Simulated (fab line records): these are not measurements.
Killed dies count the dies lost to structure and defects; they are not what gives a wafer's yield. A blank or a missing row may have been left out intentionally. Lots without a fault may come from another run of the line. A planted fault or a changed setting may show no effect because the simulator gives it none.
A lot that was struck, set against a sound lot + flow sky130 + 18 steps out of a route of 708
Sound: these wafers, L247.3, L247.4, L247.5. Struck: wafer L231.4 (L231.2, L231.3, from the same lot, were not struck and are left out); the cause is given at the end.
At each step with rows: each side's tool, then ch and its chambers, then its first start. Under that, the readings that differ: sound wafers + struck wafers + difference of the means + sigmas: that difference in standard deviations of wafers without a fault.
alike: a reading whose means differ by less than 2 such deviations, as well as words and numbers matching on both sides. not compared: withheld readings; readings where some wafer has no value; bounds like >300 that might hide an equal value; numbers whose values overlap and for which the record gives no deviation.
A row with sigmas, a row that says differs or no value, or rows on one side alone: a step with any of these is where the two part. When numbers do not overlap yet have no deviation, they are printed without sigmas and do not part them. A reading missing from all wafers of one side parts the sides only when that side holds two or more wafers.

first, 3 steps without rows for these wafers: SKY_VIA2_EXPOSE_09 (exposes mask VIM2, target cd 200 nm); SKY_VIA2_PEB_10; SKY_VIA2_DEVELOP_11 (develop time 60 s).
SKY_VIA2_CD_MEAS_12 targets a cd of 200 nm.
  sound on cd sem-01, day 42 04:41; struck on cd sem-02, day 37 06:19
  alike: cd nm
SKY_VIA2_OVL_MEAS_13:
  sound on overlay-01, day 42 04:46; struck on overlay-01, day 37 06:25
| reading       | sound  | struck | difference | sigmas |
|---------------|--------|--------|------------|--------|
| VIA2_OVL (nm) | 6 9 11 | -5     | -14        | -3     |
SKY_VIA2_ETCH_14: etches BARC in N2/H2, stops on SiO2, time 45.9 s, target depth 60 nm.
  sound on rie diel-04 ch 0,2, day 42 04:48; struck on rie diel-02 ch 2, day 37 06:26
| reading               | sound             | struck | difference | sigmas |
|-----------------------|-------------------|--------|------------|--------|
| oes product au (a.u.) | 0.848 0.854 0.856 | 0.864  | +0.011     | +2     |
  alike: drypump motor current A, throttle valve pct
  not compared: rf hours counter h
SKY_VIA2_ETCH_15: etches SiO2 in C4F8/O2/Ar, stops on TiN, target depth 546 nm, time 84 s.
  sound on rie diel-04 ch 0,2, day 42 04:50; struck on rie diel-02 ch 2, day 37 06:29
| reading               | sound             | struck | difference | sigmas |
|-----------------------|-------------------|--------|------------|--------|
| oes product au (a.u.) | 0.939 0.934 0.941 | 0.928  | -0.010     | -2     |
  not compared: rf hours counter h
SKY_VIA2_STRIP_16: strips in O2/N2.
  sound on plasma asher-02 ch 0,1, day 42 04:56; struck on plasma asher-04 ch 0, day 37 06:33
  alike: drypump motor current A, o2 flow sccm, oes product au, strip time to endpoint s
  not compared: rf hours counter h
then, 3 steps without rows for these wafers: SKY_VIA2_STRIP_17 (strips in post etch residue remover, time 1200 s); SKY_VIA2_CLEAN_18 (cleans in IPA, time 180 s); SKY_VIA2_CLEAN_19 (cleans in O3/DIW).
SKY_VIA2_SPUTTER_20: material TiN, target thk 20 nm, time 80 s.
  sound on pvd sputter-03, day 42 05:30; struck on pvd sputter-01, day 37 07:08
  alike: throttle valve pct
SKY_VIA2_CVD_21: deposits W, target thk 420 nm, time 126.4 s.
  sound on cvd w-02 ch 0,1, day 42 05:36; struck on cvd w-01 ch 1, day 37 07:12
| reading                            | sound             | struck | difference | sigmas |
|------------------------------------|-------------------|--------|------------|--------|
| model.W_of_VIA2_CVD_21.thk nm (nm) | 411.8 415.3 416.1 | 570.8  | +156.4     |        |
  alike: heater power w
SKY_VIA2_RS_MEAS_22: a four-point-probe measurement.
  sound on film metro-02, day 42 05:44; struck on film metro-04, day 37 07:21
| reading            | sound             | struck | difference | sigmas |
|--------------------|-------------------|--------|------------|--------|
| VIA2_W_RS (ohm/sq) | 0.279 0.277 0.276 | 0.200  | -0.077     | -23    |
SKY_VIA2_THK_MEAS_23: measures by xrf.
  sound on film metro-02, day 42 05:50; struck on film metro-04, day 37 07:28
| reading         | sound       | struck | difference | sigmas |
|-----------------|-------------|--------|------------|--------|
| VIA2_W_THK (nm) | 398 401 399 | 563    | +164       | +21    |
SKY_VIA2_CMP_24: polishes, stops on SiO2, t overpolish 20 s, target thk 0 nm.
  sound on cmp-02 ch 1,3, day 42 05:55; struck on cmp-01 ch 1, day 37 07:42
| reading                | sound         | struck | difference | sigmas |
|------------------------|---------------|--------|------------|--------|
| motor current A (A)    | 9.1 11.1 10.3 | 11.6   | +1.4       | +2     |
| time to endpoint s (s) | 96 85 89      | 137    | +47        | +12    |
SKY_METAL3_SPUTTER_00: material Ti, target thk 15 nm, time 10 s.
  sound on pvd sputter-02, day 42 06:10; struck on pvd sputter-04, day 37 08:00
  alike: throttle valve pct
then, 1 step without rows for these wafers: SKY_PAD_OPEN_PROBE_99.

WHERE THEY PART
First at SKY_VIA2_OVL_MEAS_13; last, within this record, at SKY_VIA2_CMP_24. Later steps at which nothing parts them and some readings are alike: SKY_METAL3_SPUTTER_00.

WHY: whatever the simulator had introduced
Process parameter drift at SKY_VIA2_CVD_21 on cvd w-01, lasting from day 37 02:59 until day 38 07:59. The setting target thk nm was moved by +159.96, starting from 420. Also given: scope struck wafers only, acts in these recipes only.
